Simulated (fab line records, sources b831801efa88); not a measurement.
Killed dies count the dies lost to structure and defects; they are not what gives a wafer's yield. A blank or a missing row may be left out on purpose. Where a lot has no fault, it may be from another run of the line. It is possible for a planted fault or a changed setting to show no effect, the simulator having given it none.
Struck lot and sound lot, side by side / flow sfqLine / 42 out of 325 route steps
Sound: wafers L748.1, L748.2, L748.3. Wafers L740.1, L740.2, L740.3 were the ones struck. Last of all comes the cause.
At each step with rows: each side's tool, then ch and its chambers, then its first start. Under that, the readings that differ: sound wafers / struck wafers / difference of the means / sigmas: that difference in standard deviations of wafers without a fault.
alike: readings whose means differ by less than 2 such deviations, and words and numbers that are the same on both sides. not compared: withheld readings, readings that some wafer has no value for, bounds like >300 that may hide the same value, and numbers for which the record gives no deviation and whose values overlap.
The two part at a step that has a row with sigmas, a row that says differs or no value, or rows on one side only. When numbers do not overlap yet have no deviation, they are printed without sigmas and do not part them. Lack of a reading on every wafer of one side parts them only where that side has two or more wafers.

first, 3 steps without rows for these wafers: SFQ_TRILAYER_I4_VIA_STRIP_STRIP_107 (strips in O2); SFQ_TRILAYER_I4_VIA_STRIP_SOLV_CLEAN_108 (cleans in NMP, time 600 s); SFQ_TRILAYER_JJ_TRILAYER_DEP_PRE_CLEAN_113 (time 22.5 s).
SFQ_TRILAYER_JJ_TRILAYER_DEP_SPUTTER_109: material Nb, target thk 150 nm, time 100 s.
  struck on pvdSputter-04, day 66 05:30; sound on pvdSputter-05, day 69 16:49
  alike: throttleValvePct
then, 3 steps without rows for these wafers: SFQ_TRILAYER_JJ_TRILAYER_DEP_SPUTTER_110 (material Al, target thk 8 nm, time 10 s); SFQ_TRILAYER_JJ_TRILAYER_DEP_AL_OXIDATION_111 (oxidation time 600 s); SFQ_TRILAYER_JJ_TRILAYER_DEP_SPUTTER_112 (material Nb, target thk 170 nm, time 113.3 s).
SFQ_JJ_RS_MEAS_929: measures by four-point-probe.
  struck on filmMetro-01, day 66 06:41; sound on filmMetro-04, day 69 18:00
  alike: JJ_NB_RS
then, 3 steps without rows for these wafers: SFQ_TRILAYER_JJ_CE_LITHO_COAT_119 (resist thk 62 nm); SFQ_TRILAYER_JJ_CE_LITHO_COAT_114 (resist thk 608.3 nm); SFQ_TRILAYER_JJ_CE_LITHO_SOFTBAKE_118.
SFQ_TRILAYER_JJ_CE_LITHO_EXPOSE_115: exposes mask J5, target cd 700 nm.
  sound on krfScanner-02 ch 0, day 69 22:29; struck on krfScanner-01 ch 0, day 66 08:45
reading=exposureDoseMJCm2; sound=14.426 14.414 14.406; struck=14.733 14.730 14.707; difference=+0.308; sigmas=+24
  alike: mask, focusOffsetNm, stageVelMmS
then, 2 steps without rows for these wafers: SFQ_TRILAYER_JJ_CE_LITHO_PEB_117 (peb time 60 s); SFQ_TRILAYER_JJ_CE_LITHO_DEVELOP_116 (time 60 s).
SFQ_JJ_OVL_MEAS_931:
  struck on overlay-01, day 66 10:15; sound on overlay-02, day 69 23:59
  alike: J5_OVL
following that, these wafers have no rows for 1 step: SFQ_TRILAYER_JJ_CE_METRO_MEASURE_117.
SFQ_TRILAYER_JJ_CE_BARC_OPEN_RIE_150: chemistry O2, target BARC, target depth 240 nm, time 80 s.
  sound on rieMetal-01 ch 0,1, day 70 01:13; struck on rieMetal-02 ch 0,1, day 66 11:29
reading=model.JJ.cdNm (nm); sound=702.3 699.6 698.9; struck=696.2 696.7 697.7; difference=-3.4; sigmas=
  alike: drypumpMotorCurrentA, oesProductAu
  not compared: rfHoursCounterH
SFQ_TRILAYER_JJ_CE_ETCH_RIE_118: chemistry SF6, target Nb, stops on Al2O3, time 97.7 s, target depth 170 nm.
  sound on rieMetal-01 ch 0,1, day 70 01:19; struck on rieMetal-02 ch 0,1, day 66 11:35
reading=model.JJ.cdNm (nm); sound=702.7 699 699.2; struck=695.7 696.8 697.9; difference=-3.5; sigmas=
  alike: drypumpMotorCurrentA, oesProductAu
  not compared: rfHoursCounterH
following that, these wafers have no rows for 1 step: SFQ_TRILAYER_JJ_ANODIZE_ANODIZE_119.
SFQ_TRILAYER_JJ_CE_STRIP_STRIP_120: strips in O2.
  sound on rieMetal-02 ch 0, day 70 01:55; struck on rieMetal-02 ch 0,1, day 66 12:11
  alike: drypumpMotorCurrentA, oesProductAu
  not compared: rfHoursCounterH
then, 7 steps without rows for these wafers: SFQ_TRILAYER_JJ_CE_STRIP_SOLV_CLEAN_121 (cleans in NMP, time 600 s); SFQ_TRILAYER_M5_LITHO_COAT_128 (resist thk 62 nm); SFQ_TRILAYER_M5_LITHO_COAT_123 (resist thk 600 nm); SFQ_TRILAYER_M5_LITHO_SOFTBAKE_127; SFQ_TRILAYER_M5_LITHO_EXPOSE_124 (exposes mask M5, target cd 700 nm); SFQ_TRILAYER_M5_LITHO_PEB_126 (peb time 60 s); SFQ_TRILAYER_M5_LITHO_DEVELOP_125 (time 60 s).
SFQ_M5_OVL_MEAS_932:
  struck on overlay-01, day 66 16:00; sound on overlay-01, day 75 12:13
  alike: M5_OVL
SFQ_TRILAYER_M5_BARC_OPEN_METAL_ETCH_161: etches BARC in O2, target depth 125 nm, time 41.7 s.
  sound on rieMetal-03 ch 0, day 75 12:16; struck on rieMetal-01 ch 0,1, day 66 16:02
  alike: drypumpMotorCurrentA, oesProductAu
  not compared: rfHoursCounterH
then, 1 step without rows for these wafers: SFQ_TRILAYER_M5_ETCH_METAL_ETCH_126 (etches Nb in Cl2/BCl3, stops on SiO2, time 203.2 s, target depth 265 nm).
SFQ_TRILAYER_M5_STRIP_STRIP_127: strips in O2.
  sound on rieMetal-03 ch 0, day 75 12:46; struck on rieMetal-01 ch 0,1, day 66 16:17
  alike: drypumpMotorCurrentA, oesProductAu
  not compared: rfHoursCounterH
then, 3 steps without rows for these wafers: SFQ_TRILAYER_M5_STRIP_SOLV_CLEAN_128 (cleans in NMP, time 600 s); SFQ_TRILAYER_A5B_DEP_PECVD_129 (deposits SiO2 from SiH4/N2O, time 133.33 s, target thk 600 nm); SFQ_TRILAYER_A5B_CMP_CMP_130 (polishes, stops on Nb, target thk 340.7 nm).
SFQ_TRILAYER_A5B_METRO_MEASURE_131:
  struck on filmMetro-02, day 66 20:25; sound on filmMetro-01, day 75 17:25
  alike: thkNm
then, 3 steps without rows for these wafers: SFQ_TRILAYER_R5_DEP_SPUTTER_132 (material Ti, target thk 5 nm, time 5 s); SFQ_TRILAYER_R5_DEP_SPUTTER_133 (material MoNx, target thk 40 nm, time 66.7 s); SFQ_TRILAYER_R5_DEP_SPUTTER_134 (material Ti, target thk 5 nm, time 5 s).
SFQ_R5_RS_MEAS_933: measures by four-point-probe.
  struck on filmMetro-01, day 66 21:42; sound on filmMetro-02, day 75 18:42
  alike: R5_MONX_RS
SFQ_R5_THK_MEAS_934: measures by xrf.
  struck on filmMetro-01, day 66 21:49; sound on filmMetro-02, day 75 18:49
  alike: R5_MONX_THK
then, 1 step without rows for these wafers: SFQ_TRILAYER_R5_LITHO_COAT_141 (resist thk 62 nm).
-- the record jumps here: 27 days lie between the struck wafers' starts before and after --
SFQ_M8_BOW_MEAS_951:
  struck on filmMetro-03, day 94 01:53; sound on filmMetro-03, day 96 13:44
reading=model.etest.jj.gTimes; sound=1.008 0.997 0.9975; struck=0.9875 0.9908 0.994; difference=-0.0101; sigmas=
  alike: M8_BOW

## WHERE THEY PART
Only at SFQ_TRILAYER_JJ_CE_LITHO_EXPOSE_115, within this record. Later steps at which nothing parts them and some readings are alike: SFQ_JJ_OVL_MEAS_931, SFQ_TRILAYER_JJ_CE_BARC_OPEN_RIE_150, SFQ_TRILAYER_JJ_CE_ETCH_RIE_118, SFQ_TRILAYER_JJ_CE_STRIP_STRIP_120, SFQ_M5_OVL_MEAS_932, SFQ_TRILAYER_M5_BARC_OPEN_METAL_ETCH_161, SFQ_TRILAYER_M5_STRIP_STRIP_127, SFQ_TRILAYER_A5B_METRO_MEASURE_131, SFQ_R5_RS_MEAS_933, SFQ_R5_THK_MEAS_934, SFQ_M8_BOW_MEAS_951.

WHY: what had been put in by the simulator
Process parameter drift: krfScanner-01, from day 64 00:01 on, at SFQ_TRILAYER_JJ_CE_LITHO_EXPOSE_115. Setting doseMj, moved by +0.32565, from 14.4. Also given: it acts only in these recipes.
